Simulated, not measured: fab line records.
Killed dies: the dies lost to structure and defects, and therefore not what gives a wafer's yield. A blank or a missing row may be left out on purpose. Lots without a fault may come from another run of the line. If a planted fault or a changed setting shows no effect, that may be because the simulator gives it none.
fab line records	flow sky130
[record] lots = 6	wafers = 18	lastDay = 49
route steps=708 shown POLY_GATE@222 PAD_OPEN@708
lots untouched by any fault: they come from a run of this same line in which no faults occurred
startH: hours from the record's opening day to when the first of the lot's shown wafers began	waitH: how many hours have passed since the lot's step before this one	" identical to the entry in the row above	L1.1+2: a single row standing in for several wafers	- value missing, or start not given	* or withheld: withheld	< > ~ a bound
route shown NAME@n: names a module that has steps shown in the file, with the first one's number in the route	usual: mean and standard deviation over wafers with no fault	same: alike in all rows	chamber/n: place in a boat	sites: each site's reading	_std_site: the values' standard deviation	_edge_site: outer sites' mean less inner sites'	radiusMm: how far each site lies from the wafer's centre	mask NAME#n: copy n	behind: the tool/chamber that last shaped the wafer	hold: what put the lot on hold/how long, in hours/how the hold closed	device: the n, p or np transistor that did not switch	end of line: tests run on the same wafers once the route is complete	step lacking rows: just its recipe	killed: dies lost to structure and defects at the first sort, not the wafer's yield	map: the dies of a wafer, with x for killed, . for not killed, _ for no die there
set.NAME: the setting as run; set.NAME@STEP: as run at that earlier step	model.NAME: the simulator's own value behind a step, which no gauge read
certain route steps with their lots: each step a table, each wafer a row
services: the hour from which a tool's chamber was out of use, counted from the record's first day as startH (under 0 if before that day), plus the number of hours and why
[[steps]]
[step SKY_POLY_GATE_COAT_08]
[recipe] resist = KrF-thick	spinRpm = 3000	resistThkNm = 450
[step SKY_POLY_GATE_SOFTBAKE_09]
[recipe] tempC = 100	timeS = 90	resist = KrF-thick
[step SKY_POLY_GATE_EXPOSE_10]
[recipe] maskId = P1M	na = 0.68	sourceShape = conventional	sigmaOuter = 0.6	targetCdNm = 150	doseMj = 28
[step SKY_POLY_GATE_PEB_11]
[recipe] pebTempC = withheld	pebTimeS = withheld	resist = KrF-thick
[step SKY_POLY_GATE_DEVELOP_12]
[recipe] developTimeS = 60	resist = KrF-thick	devTempC = 21
[step SKY_POLY_GATE_CD_MEAS_13]
[recipe] targetCdNm = 150
[usual] cdNm = 150.3/1.3
lot.wafer	tool	chamber	startH	waitH	cdNm
L647.4	cdSem-01	-	360.04	-	152.0
L647.5	"	-	"	"	151.3
L647.6	"	-	"	"	151.1
L648.2	cdSem-01	-	376.06	-	150.4
L648.3	"	-	"	"	150.4
L648.6	"	-	"	"	151.6
L649.2	cdSem-02	-	389.13	-	150.1
L649.5	"	-	"	"	150.3
L649.6	"	-	"	"	149.9
L659.1	cdSem-02	-	479.93	-	152.1
L659.4	"	-	"	"	151.6
L659.5	"	-	"	"	153.4
L660.4	cdSem-02	-	485.42	-	148.3
L660.5	"	-	"	"	148.6
L660.6	"	-	"	"	147.0
L665.3	cdSem-02	-	532.27	-	151.8
L665.4	"	-	"	"	150.9
L665.5	"	-	"	"	150.7
[step SKY_POLY_GATE_OVL_MEAS_14]
[usual] POLY_GATE_OVL = -1/5.3
lot.wafer	tool	chamber	startH	waitH	POLY_GATE_OVL[nm]
L647.4	overlay-01	-	360.12	0.1	-9
L647.5	"	-	"	"	-3
L647.6	"	-	"	"	-5
L648.2	overlay-02	-	376.16	0.1	-4
L648.3	"	-	"	"	3
L648.6	"	-	"	"	-4
L649.2	overlay-02	-	389.24	0.1	-7
L649.5	"	-	"	"	2
L649.6	"	-	"	"	-6
L659.1	overlay-02	-	480.05	0.1	-2
L659.4	"	-	"	"	-1
L659.5	"	-	"	"	3
L660.4	overlay-02	-	485.50	0.1	2
L660.5	"	-	"	"	-4
L660.6	"	-	"	"	-4
L665.3	overlay-01	-	532.36	0.1	-7
L665.4	"	-	"	"	-8
L665.5	"	-	"	"	-8
[step SKY_POLY_GATE_ETCH_15]
[recipe] chemistry = N2/H2	target = BARC	ionEnergyEv = 200	sourceW = 500	biasW = 100	pressureMtorr = 30	n2FlowSccm = 100	h2FlowSccm = 200	stopOn = SiO2	timeS = 118.5	targetDepthA = 1100
[usual] chamberPressureMTorr = 30.00/0.03	drypumpMotorCurrentA = 5.9/0.52	n2FlowSccm = 100.06/0.29	oesProductAu = 0.716/0.0044	throttleValvePct = 13.212/0.0084
[same] timeS = 118.5
lot.wafer	tool	chamber	startH	waitH	chamberPressureMTorr	drypumpMotorCurrentA	n2FlowSccm	oesProductAu	rfHoursCounterH	throttleValvePct
L647.4	rieDiel-04	3	360.18	0.1	30.00	6.0	99.29	0.721	-	13.205
L647.5	"	0	"	"	30.01	6.1	100.65	0.718	-	13.207
L647.6	"	2	"	"	29.98	6.5	100.04	0.711	-	13.223
L648.2	rieDiel-01	1	376.19	0.0	30.01	5.7	100.11	0.715	4	13.225
L648.3	"	2	"	"	30.04	6.6	100.31	0.711	44	13.202
L648.6	"	1	"	"	29.97	5.7	99.94	0.712	-	13.211
L649.2	rieDiel-03	0	389.27	0.0	29.99	5.6	99.73	0.711	6	13.223
L649.5	"	3	"	"	29.99	6.8	100.04	0.727	-	13.215
L649.6	"	0	"	"	30.04	5.6	99.82	0.714	-	13.209
L659.1	rieDiel-04	3	480.09	0.0	29.99	6.1	99.52	0.720	26	13.213
L659.4	"	0	"	"	29.98	6.1	99.63	0.716	5	13.216
L659.5	"	0	"	"	30.03	6.1	99.61	0.714	-	13.218
L660.4	rieDiel-04	2	485.51	0.0	30.06	6.5	100.05	0.718	5	13.208
L660.5	"	3	"	"	30.00	6.0	99.87	0.719	-	13.197
L660.6	"	0	"	"	29.94	6.1	99.85	0.715	-	13.213
L665.3	rieDiel-01	1	532.39	0.0	30.02	5.7	100.12	0.715	7	13.203
L665.4	"	3	"	"	29.99	5.8	100.06	0.711	3	13.214
L665.5	"	0	"	"	29.98	5.7	99.71	0.717	-	13.212
[step SKY_POLY_GATE_ETCH_16]
[recipe] stopOn = poly-Si	chemistry = CH3F/O2	target = Si3N4	sourceW = 400	biasW = 80	pressureMtorr = 25	ch3fFlowSccm = 40	O2_flow_sccm = 30	timeS = 147.5	targetDepthA = 750
[usual] chamberPressureMTorr = 24.999/0.021	drypumpMotorCurrentA = 5.9/0.52	oesProductAu = 0.640/0.0054	throttleValvePct = 10.534/0.009
[same] timeS = 147.5
lot.wafer	tool	chamber	startH	waitH	chamberPressureMTorr	drypumpMotorCurrentA	oesProductAu	rfHoursCounterH	throttleValvePct
L647.4	rieDiel-04	3	360.27	0.0	24.987	6.1	0.634	-	10.521
L647.5	"	0	"	"	24.975	6.1	0.642	-	10.549
L647.6	"	2	"	"	25.000	6.5	0.633	-	10.523
L648.2	rieDiel-01	1	376.28	0.0	24.995	5.7	0.647	4	10.538
L648.3	"	2	"	"	25.039	6.5	0.644	44	10.539
L648.6	"	1	"	"	25.012	5.6	0.643	-	10.543
L649.2	rieDiel-03	0	389.35	0.0	25.008	5.6	0.644	6	10.523
L649.5	"	3	"	"	24.983	6.7	0.637	-	10.533
L649.6	"	0	"	"	25.010	5.6	0.648	-	10.540
L659.1	rieDiel-04	3	480.17	0.0	25.036	6.0	0.639	26	10.543
L659.4	"	0	"	"	25.032	6.1	0.631	5	10.538
L659.5	"	0	"	"	25.000	6.1	0.638	-	10.530
L660.4	rieDiel-04	2	485.60	0.0	25.049	6.5	0.642	5	10.522
L660.5	"	3	"	"	24.992	6.0	0.647	-	10.534
L660.6	"	0	"	"	25.022	6.1	0.642	-	10.536
L665.3	rieDiel-01	1	532.47	0.0	24.968	5.7	0.638	7	10.536
L665.4	"	3	"	"	25.018	5.8	0.632	3	10.529
L665.5	"	0	"	"	24.986	5.7	0.631	-	10.527
[step SKY_POLY_GATE_ETCH_17]
[recipe] targetDepthNm = 180	stopOn = SiO2	overEtchFrac = 0.56667	chemistry = HBr/Cl2	target = poly-Si	icpW = 400	biasW = 100	pressureMtorr = 10	HBr_flow_sccm = 150	Cl2_flow_sccm = 50	timeS = 70.5
[usual] chamberPressureMTorr = 10.000/0.0093	drypumpMotorCurrentA = 5.52/0.29	mfcCl2Sccm = 50.00/0.16	oesProductAu = 0.989/0.0065	throttleValvePct = 33.684/0.0087
[same] timeS = 70.5
lot.wafer	tool	chamber	startH	waitH	chamberPressureMTorr	drypumpMotorCurrentA	mfcCl2Sccm	oesProductAu	rfHoursCounterH	throttleValvePct
L647.4	rieSi-02	0	360.32	0.0	9.987	5.43	50.23	0.993	45	33.698
L647.5	"	2	"	"	10.004	5.47	49.94	0.989	-	33.673
L647.6	"	1	"	"	10.012	5.41	49.88	0.987	-	33.673
L648.2	rieSi-02	2	376.38	0.0	10.003	5.47	50.17	0.997	5	33.678
L648.3	"	0	"	"	10.000	5.41	49.82	0.986	45	33.676
L648.6	"	1	"	"	9.981	5.37	50.03	1.006	-	33.678
L649.2	rieSi-02	3	389.45	0.0	9.992	5.42	49.97	0.999	37	33.673
L649.5	"	2	"	"	9.994	5.49	49.94	0.999	-	33.688
L649.6	"	1	"	"	9.991	5.38	50.00	0.995	-	33.673
L659.1	rieSi-01	1	480.27	0.0	10.008	5.44	49.88	0.990	35	33.685
L659.4	"	0	"	"	10.004	5.66	50.05	0.988	2	33.692
L659.5	"	2	"	"	10.005	6.24	49.82	0.991	-	33.678
L660.4	rieSi-02	0	485.70	0.0	9.996	5.42	50.10	0.985	46	33.679
L660.5	"	3	"	"	9.996	5.43	49.90	0.992	-	33.681
L660.6	"	0	"	"	10.002	5.44	50.16	0.985	-	33.701
L665.3	rieSi-01	2	532.57	0.0	10.002	6.25	49.80	0.994	5	33.669
L665.4	"	2	"	"	10.004	6.27	49.73	0.988	-	33.674
L665.5	"	1	"	"	9.995	5.45	49.89	0.981	-	33.684
[step SKY_POLY_GATE_STRIP_18]
[recipe] chemistry = O2/N2	powerW = 1400	pressureMtorr = 1500	platenTempC = withheld	o2FlowSccm = 3000	n2FlowSccm = 300	overashFraction = 0.5
[usual] chamberPressureMTorr = 1500.0/1.3	drypumpMotorCurrentA = 5.7/0.31	n2FlowSccm = 299.9/1	oesProductAu = 0.361/0.0051	stripTimeToEndpointS = 3.159/0.027
lot.wafer	tool	chamber	startH	waitH	chamberPressureMTorr	drypumpMotorCurrentA	n2FlowSccm	oesProductAu	rfHoursCounterH	stripTimeToEndpointS
L647.4	plasmaAsher-02	0	360.41	0.1	1500.5	5.3	299.5	0.360	-	3.175
L647.5	"	0	"	"	1501.7	5.3	299.0	0.368	-	3.152
L647.6	"	1	"	"	1500.8	5.4	297.5	0.360	-	3.145
L648.2	plasmaAsher-02	0	376.43	0.0	1501.7	5.3	300.7	0.361	69	3.114
L648.3	"	0	"	"	1500.3	5.3	300.9	0.367	-	3.149
L648.6	"	0	"	"	1498.9	5.3	300.1	0.363	-	3.106
L649.2	plasmaAsher-02	1	389.50	0.0	1499.6	5.3	300.4	0.366	70	3.134
L649.5	"	1	"	"	1500.1	5.4	300.2	0.361	-	3.178
L649.6	"	0	"	"	1497.8	5.3	300.9	0.350	-	3.164
L659.1	plasmaAsher-01	1	480.32	0.0	1499.6	5.9	300.0	0.367	36	3.150
L659.4	"	0	"	"	1499.3	6.1	300.4	0.361	-	3.154
L659.5	"	1	"	"	1501.5	5.9	299.6	0.362	-	3.147
L660.4	plasmaAsher-03	0	485.78	0.1	1499.7	5.4	299.3	0.360	-	3.175
L660.5	"	1	"	"	1499.0	5.6	298.3	0.364	-	3.156
L660.6	"	0	"	"	1498.2	5.4	299.4	0.362	-	3.174
L665.3	plasmaAsher-02	1	532.66	0.1	1499.5	5.4	300.0	0.351	-	3.141
L665.4	"	0	"	"	1501.0	5.3	300.4	0.358	-	3.136
L665.5	"	0	"	"	1499.8	5.3	302.0	0.357	-	3.182
[step SKY_POLY_GATE_CLEAN_19]
[recipe] chemistry = SC1/SC2	mix = 1:4:20	tempC = 70	timeS = 150	dry = n2Spin
[step SKY_POLY_GATE_OXIDATION_20]
[recipe] tempC = 850	ambient = O2	stabiliseS = 600	purgeS = 300	targetThkA = 40	oxTimeS = 899
lot.wafer	tool	chamber	startH	waitH
L647.4+5+6	furnace-02	0	361.19	0.7
L647.4+5+6	furnace-02	0	362.61	0.2
L648.2+3+6	furnace-02	0	378.17	1.6
L648.2+3+6	furnace-02	0	380.77	1.3
L649.2+5+6	furnace-01	0	390.00	0.4
L659.1+4+5	furnace-02	0	480.85	0.4
L660.4+5+6	furnace-02	0	485.90	0.0
L665.3+4+5	furnace-02	0	533.81	1.0
[step SKY_POLY_GATE_THK_MEAS_21]
[recipe] reads = SiO2_of_POLY_GATE_OXIDATION_20
[usual] POLY_GATE_OXIDATION_THK = 4.02/0.08
lot.wafer	tool	chamber	startH	waitH	POLY_GATE_OXIDATION_THK[nm]
L647.4	filmMetro-03	-	363.89	0.0	6.71
L647.5	"	-	"	"	6.57
L647.6	"	-	"	"	6.50
L647.4	filmMetro-03	-	364.12	0.2	6.69
L647.5	"	-	"	"	6.54
L647.6	"	-	"	"	6.56
L648.2	filmMetro-03	-	382.03	0.0	6.26
L648.3	"	-	"	"	6.18
L648.6	"	-	"	"	6.29
L648.2	filmMetro-03	-	382.35	0.3	6.31
L648.3	"	-	"	"	6.31
L648.6	"	-	"	"	6.26
L649.2	filmMetro-03	-	391.26	0.0	4.06
L649.5	"	-	"	"	3.99
L649.6	"	-	"	"	4.06
L659.1	filmMetro-01	-	482.10	0.0	4.06
L659.4	"	-	"	"	4.09
L659.5	"	-	"	"	4.05
L660.4	filmMetro-04	-	487.18	0.0	3.93
L660.5	"	-	"	"	4.01
L660.6	"	-	"	"	4.04
L665.3	filmMetro-03	-	535.08	0.0	4.03
L665.4	"	-	"	"	4.03
L665.5	"	-	"	"	3.93
[step SKY_POLY_GATE_CD_MEAS_22]
[usual] cdNm = 150.1/1.9
lot.wafer	tool	chamber	startH	waitH	cdNm
L647.4	cdSem-01	-	367.80	3.7	152.4
L647.5	"	-	"	"	153.2
L647.6	"	-	"	"	152.3
L648.2	cdSem-01	-	384.19	1.8	150.2
L648.3	"	-	"	"	150.2
L648.6	"	-	"	"	150.2
L649.2	cdSem-01	-	391.34	0.1	149.7
L649.5	"	-	"	"	150.6
L649.6	"	-	"	"	150.0
L659.1	cdSem-02	-	482.16	0.1	152.2
L659.4	"	-	"	"	151.3
L659.5	"	-	"	"	155.1
L660.4	cdSem-02	-	487.30	0.1	148.9
L660.5	"	-	"	"	147.0
L660.6	"	-	"	"	147.0
L665.3	cdSem-02	-	535.17	0.1	153.2
L665.4	"	-	"	"	153.7
L665.5	"	-	"	"	149.8
[step SKY_PAD_OPEN_PROBE_99]
[usual] killed_at_M0_to_M3 = 43/7.2	killed_at_M4_up = 3.0/1.7	killedAtContacts = 24/5.3	killedAtFrontEnd = 15/4.6	killedAtOther = 0.3/0.5	killedDies = 85/10	killedOnRim = 17/3.8	killedOpen = 46/7.2	killedShort = 39/6.4
[same] grossDies = 492	killedAtBackSide = 0
lot.wafer	tool	chamber	startH	waitH	killed_at_M0_to_M3	killed_at_M4_up	killedAtContacts	killedAtFrontEnd	killedAtOther	killedDies	killedOnRim	killedOpen	killedShort	model.etest.tipSonos.rsOhmSq	model.etest.tipP.rsOhmSq	model.etest.pfet_01v8.rOnOhmUm	model.etest.resPdiff.lineOhmUm	model.etest.tipN.rsOhmSq	model.etest.nfet_01v8.rOnOhmUm	model.etest.resNdiff.lineOhmUm	model.etest.sonosUncharged.rOnOhmUm
L647.4	prober-02	-	1068.15	0.2	43	2	23	21	0	89	15	51	38	3119	7415	3090	1514	489.2	870.5	825.8	863.7
L647.5	prober-02	-	1068.20	0.2	50	3	26	12	0	91	21	44	47	3034	7361	3142	1488	485.5	882.3	809.8	859.5
L647.6	prober-02	-	1068.25	0.2	27	3	29	10	2	71	17	38	33	3110	7406	3092	1480	486.2	848.9	815.2	852.9
L648.2	prober-01	-	1083.80	0.1	39	6	26	9	1	81	13	39	42	2940	7215	3051	1443	483.2	863.8	801.9	850.1
L648.3	prober-01	-	1083.85	0.2	39	2	21	12	0	74	10	40	34	2930	7227	3032	1429	487.5	864.2	789.4	840.2
L648.6	prober-01	-	1084.00	0.2	52	1	21	11	0	85	12	48	37	2934	7177	3022	1433	482.1	841.6	801.6	842.2
L649.2	prober-02	-	1094.66	0.1	38	1	32	21	0	92	20	45	47	2534	6745	2862	1386	440.6	845.1	765.2	796
L649.5	prober-02	-	1094.81	0.2	41	1	25	12	0	79	14	40	39	2546	6745	2893	1391	441.7	829.9	753	810.4
L649.6	prober-02	-	1094.86	0.2	49	1	29	16	0	95	25	60	35	2549	6776	2864	1422	439	835.8	785	791.2
L659.1	prober-02	-	1147.21	0.1	38	1	27	15	0	81	13	43	38	2693	6828	2937	1367	440.9	865.1	760.9	811.8
L659.4	prober-02	-	1147.36	0.2	42	5	30	11	0	88	17	57	31	2730	6906	2955	1379	445.1	854.8	765.2	820.6
L659.5	prober-02	-	1147.41	0.2	47	1	33	17	1	99	20	55	44	2719	6814	2938	1382	439.4	854.2	757.7	824.3
L660.4	prober-01	-	1153.89	0.2	46	2	24	11	1	84	17	40	44	2602	6774	2876	1376	439.2	845.8	780.1	818.5
L660.5	prober-01	-	1153.94	0.2	59	3	22	25	0	109	27	60	49	2602	6744	2840	1366	439.9	828.6	764.5	803.2
L660.6	prober-01	-	1153.99	0.2	53	5	16	16	0	90	19	54	36	2640	6830	2859	1360	439.9	834.9	773.5	809.8
L665.3	prober-02	-	1179.33	0.2	48	3	26	13	0	90	13	43	47	2652	6936	2909	1349	438.5	842	767.3	822.3
L665.4	prober-02	-	1179.38	0.2	53	5	32	12	0	102	13	55	47	2690	6973	2893	1341	435	838.7	764.7	827.9
L665.5	prober-02	-	1179.43	0.2	40	6	28	10	0	84	10	46	38	2711	6938	2816	1348	437.3	823.4	767.5	796.3
// killed by level:class
L647.4 CONTACT:geometricParticle:open=10 VIA1:geometricParticle:open=8 VIA2:geometricParticle:open=8 LI_CONTACT:geometricParticle:open=7 METAL1:geometricParticle:short=7 FIELD_ISO:geometricParticle:short=6 FIELD_ISO:geometricParticle:open=6 VIA1:geometricParticle:short=6
L647.5 VIA1:geometricParticle:open=13 METAL2:geometricParticle:short=12 CONTACT:geometricParticle:open=9 LI_CONTACT:geometricParticle:open=6 LOCAL_INTERCONNECT:geometricParticle:short=6 VIA2:geometricParticle:open=6 POLY_GATE:geometricParticle:short=4 VIA1:geometricParticle:short=4
L647.6 CONTACT:geometricParticle:open=10 VIA1:geometricParticle:open=8 CONTACT:geometricParticle:short=7 LI_CONTACT:geometricParticle:open=7 POLY_GATE:geometricParticle:short=4 LOCAL_INTERCONNECT:geometricParticle:short=4 VIA3:geometricParticle:short=4 VIA1:geometricParticle:short=3
L648.2 METAL4:geometricParticle:short=6 CONTACT:geometricParticle:open=6 VIA1:geometricParticle:open=6 VIA2:geometricParticle:open=6 LI_CONTACT:geometricParticle:open=5 LI_CONTACT:geometricParticle:short=5 METAL1:geometricParticle:short=5 VIA3:geometricParticle:open=5
L648.3 VIA3:geometricParticle:open=8 VIA2:geometricParticle:open=6 LI_CONTACT:geometricParticle:open=5 VIA1:geometricParticle:open=5 METAL1:geometricParticle:short=5 VIA3:geometricParticle:short=5 LOCAL_INTERCONNECT:geometricParticle:short=4 CONTACT:geometricParticle:open=4
L648.6 VIA2:geometricParticle:open=10 VIA3:geometricParticle:open=9 VIA1:geometricParticle:open=9 METAL1:geometricParticle:short=7 METAL2:geometricParticle:short=5 CONTACT:geometricParticle:open=5 CONTACT:geometricParticle:short=5 LI_CONTACT:geometricParticle:open=4
L649.2 CONTACT:geometricParticle:open=12 VIA1:geometricParticle:open=12 CONTACT:geometricParticle:short=8 METAL1:geometricParticle:short=8 FIELD_ISO:geometricParticle:open=6 FIELD_ISO:geometricParticle:short=6 LI_CONTACT:geometricParticle:open=6 METAL2:geometricParticle:short=5
L649.5 CONTACT:geometricParticle:open=12 METAL2:geometricParticle:short=9 LOCAL_INTERCONNECT:geometricParticle:short=5 METAL1:geometricParticle:short=5 VIA3:geometricParticle:open=5 CONTACT:geometricParticle:short=4 VIA1:geometricParticle:short=4 VIA2:geometricParticle:open=4
L649.6 CONTACT:geometricParticle:open=14 VIA1:geometricParticle:open=12 VIA3:geometricParticle:open=9 LI_CONTACT:geometricParticle:open=7 VIA2:geometricParticle:open=6 METAL1:geometricParticle:short=5 VIA1:geometricParticle:short=5 FIELD_ISO:geometricParticle:open=4
L659.1 CONTACT:geometricParticle:open=15 METAL1:geometricParticle:short=8 VIA1:geometricParticle:open=7 POLY_GATE:geometricParticle:short=6 VIA3:geometricParticle:open=5 CONTACT:geometricParticle:short=5 METAL2:geometricParticle:open=4 VIA2:geometricParticle:short=4
L659.4 CONTACT:geometricParticle:open=14 VIA1:geometricParticle:open=12 LI_CONTACT:geometricParticle:open=8 VIA3:geometricParticle:open=8 VIA1:geometricParticle:short=6 POLY_GATE:geometricParticle:open=4 VIA2:geometricParticle:open=4 METAL2:geometricParticle:short=4
L659.5 CONTACT:geometricParticle:open=13 VIA1:geometricParticle:open=10 CONTACT:geometricParticle:short=8 VIA2:geometricParticle:open=7 LI_CONTACT:geometricParticle:open=6 VIA2:geometricParticle:short=6 LOCAL_INTERCONNECT:geometricParticle:short=5 FIELD_ISO:geometricParticle:open=4
L660.4 CONTACT:geometricParticle:open=10 VIA2:geometricParticle:open=8 METAL1:geometricParticle:short=7 VIA1:geometricParticle:open=7 FIELD_ISO:geometricParticle:short=4 POLY_GATE:geometricParticle:short=4 VIA2:geometricParticle:short=4 LOCAL_INTERCONNECT:geometricParticle:short=4
L660.5 VIA1:geometricParticle:open=11 CONTACT:geometricParticle:open=10 VIA3:geometricParticle:open=10 METAL2:geometricParticle:short=7 METAL1:geometricParticle:short=7 FIELD_ISO:geometricParticle:short=6 VIA1:geometricParticle:short=5 POLY_GATE:geometricParticle:short=5
L660.6 VIA1:geometricParticle:open=15 VIA2:geometricParticle:open=11 VIA3:geometricParticle:short=7 FIELD_ISO:geometricParticle:open=6 CONTACT:geometricParticle:open=6 LI_CONTACT:geometricParticle:open=4 METAL2:geometricParticle:short=4 VIA3:geometricParticle:open=4
L665.3 CONTACT:geometricParticle:open=12 VIA1:geometricParticle:open=11 FIELD_ISO:geometricParticle:short=7 CONTACT:geometricParticle:short=7 METAL3:geometricParticle:short=7 VIA2:geometricParticle:open=6 METAL2:geometricParticle:short=6 VIA3:geometricParticle:open=6
L665.4 METAL2:geometricParticle:short=12 LI_CONTACT:geometricParticle:open=11 VIA1:geometricParticle:open=11 VIA2:geometricParticle:open=7 CONTACT:geometricParticle:short=7 CONTACT:geometricParticle:open=7 VIA3:geometricParticle:open=7 VIA1:geometricParticle:short=5
L665.5 VIA1:geometricParticle:open=11 LI_CONTACT:geometricParticle:open=9 LOCAL_INTERCONNECT:geometricParticle:short=8 CONTACT:geometricParticle:open=8 VIA3:geometricParticle:open=7 METAL2:geometricParticle:short=5 METAL1:geometricParticle:short=5 VIA3:geometricParticle:short=4
[[services]]
tool	chamber	startH	hours	kind
rieDiel-04	1	339.93	21.0	repair
rieSi-02	0	363.71	5.0	repair
rieSi-02	-	371.59	2.8	pm
furnace-02	-	374.06	4.1	pm
rieDiel-03	0	374.27	3.0	repair
rieDiel-04	-	374.83	14.6	pm
rieDiel-04	0	390.40	4.1	repair
rieDiel-04	3	391.02	3.5	repair
rieSi-02	2	398.28	10.0	repair
rieDiel-04	2	398.71	10.5	repair
rieDiel-01	-	409.23	2.3	repair
rieDiel-04	3	421.42	9.7	repair
furnace-02	-	423.25	3.9	pm
plasmaAsher-02	-	427.39	11.1	repair
rieSi-01	-	471.33	2.8	pm
rieSi-01	1	486.48	3.3	repair
rieDiel-03	-	493.02	0.3	repair
rieSi-02	2	493.04	2.1	repair
rieDiel-03	2	501.81	16.1	repair
rieSi-02	2	509.81	3.0	repair
rieSi-02	1	512.78	6.5	repair
rieDiel-03	0	517.27	3.3	repair
rieSi-02	1	519.75	10.1	repair
rieDiel-03	-	529.21	10.0	repair
[[key]]
[firstSign] step = SKY_POLY_GATE_OXIDATION_20	reading = visit	direction = added
[effect] step = SKY_POLY_GATE_THK_MEAS_21	reading = visit	direction = added
[effect] step = SKY_POLY_GATE_THK_MEAS_21	reading = POLY_GATE_OXIDATION_THK	direction = up	sigmas = 30	usual = 4.02	struck = 6.42
[modelEffect] step = SKY_PAD_OPEN_PROBE_99	value = etest.tipSonos.rsOhmSq	without = 2561	struck = 3011
metAt SKY_POLY_GATE_OXIDATION_20
struckWafers L647.4,L647.5,L647.6,L648.2,L648.3,L648.6
testerLeftOut L647,L648
[fault] kind = repeatedStepWhole	tool = furnace-01,furnace-02	chamber = -	onsetH = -	steps = SKY_POLY_GATE_OXIDATION_20	times = 1	scope = struckLotsOnly
// testerLeftOut: of these lots the tester's yield and bins aren't shown, on N5 and GAA mostly nor the transistor test; their killed dies are dies lost to structure and defects alone, not to doping, threshold or leakage, so they don't give the yield
